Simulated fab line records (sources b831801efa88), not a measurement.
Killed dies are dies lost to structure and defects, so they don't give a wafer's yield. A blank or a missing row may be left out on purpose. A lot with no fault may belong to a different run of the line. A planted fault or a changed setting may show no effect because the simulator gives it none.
Which of the tools did it? | flow gf180mcu | 6 lots with 18 wafers sampled at 2 steps, on a route of 602 steps

## WHAT EACH GAUGE READ, for each wafer
GF_DUAL_GATE_THK_MEAS_03.
lot  | measured     | on            | DUAL_GATE_OXIDATION_00_THK (nm)
L973 | day 8 06:28  | film-metro-03 | 7.59 7.59 7.73
L982 | day 11 06:22 | film-metro-03 | 10.74 10.64 10.63
L984 | day 11 21:19 | film-metro-03 | 10.78 11.06 11.06
L985 | day 12 10:26 | film-metro-02 | 10.92 10.82 11.00
L989 | day 13 11:56 | film-metro-03 | 11.12 11.07 11.10
L993 | day 14 12:13 | film-metro-03 | 10.78 10.73 10.66

## WHAT TOOL EACH LOT RAN ON (gives the tool, then ch and the chambers of the sampled wafers, and finally the start)
lot  | GF_DUAL_GATE_OXIDATION_02
L973 | furnace-02 ch 0, day 8 05:01
L982 | furnace-02 ch 0, day 11 04:54
L984 | furnace-02 ch 0, day 11 19:51
L985 | furnace-02 ch 0, day 12 08:59
L989 | furnace-01 ch 0, day 13 10:28
L993 | furnace-02 ch 0, day 14 10:46
- GF_DUAL_GATE_OXIDATION_02: stabilise 600 s, purge 300 s, target thk 10.887 nm.

## THE ANSWER, worked out from the rows above alone
Rule: the lots themselves supply what counts as usual. The widest of any qualifying gaps counts: lots, ordered by their means at a reading, are off when they make up no more than a third of the lots, leave a main group of 4 or more, and stand apart from it by 3 or more times the standard deviation of that group's means. Not used: any main group whose means are identical at the precision the tables above print for the reading. A lot without any number at a reading at which 4 lots or more have one is off too. Where the step has rows for the other lots, those lots are counted as sound.
Off: L973, at GF_DUAL_GATE_THK_MEAS_03 (DUAL_GATE_OXIDATION_00_THK). Mean 10.87 nm and standard deviation 0.16 in the main group.
A tool fits if, at a process step before that reading, it ran every lot that is off, and no sound lot after the first of them. The gauges at GF_DUAL_GATE_THK_MEAS_03 are tried like those tools. No candidate that was tried fits.

## WHAT WAS PUT IN BY THE SIMULATOR
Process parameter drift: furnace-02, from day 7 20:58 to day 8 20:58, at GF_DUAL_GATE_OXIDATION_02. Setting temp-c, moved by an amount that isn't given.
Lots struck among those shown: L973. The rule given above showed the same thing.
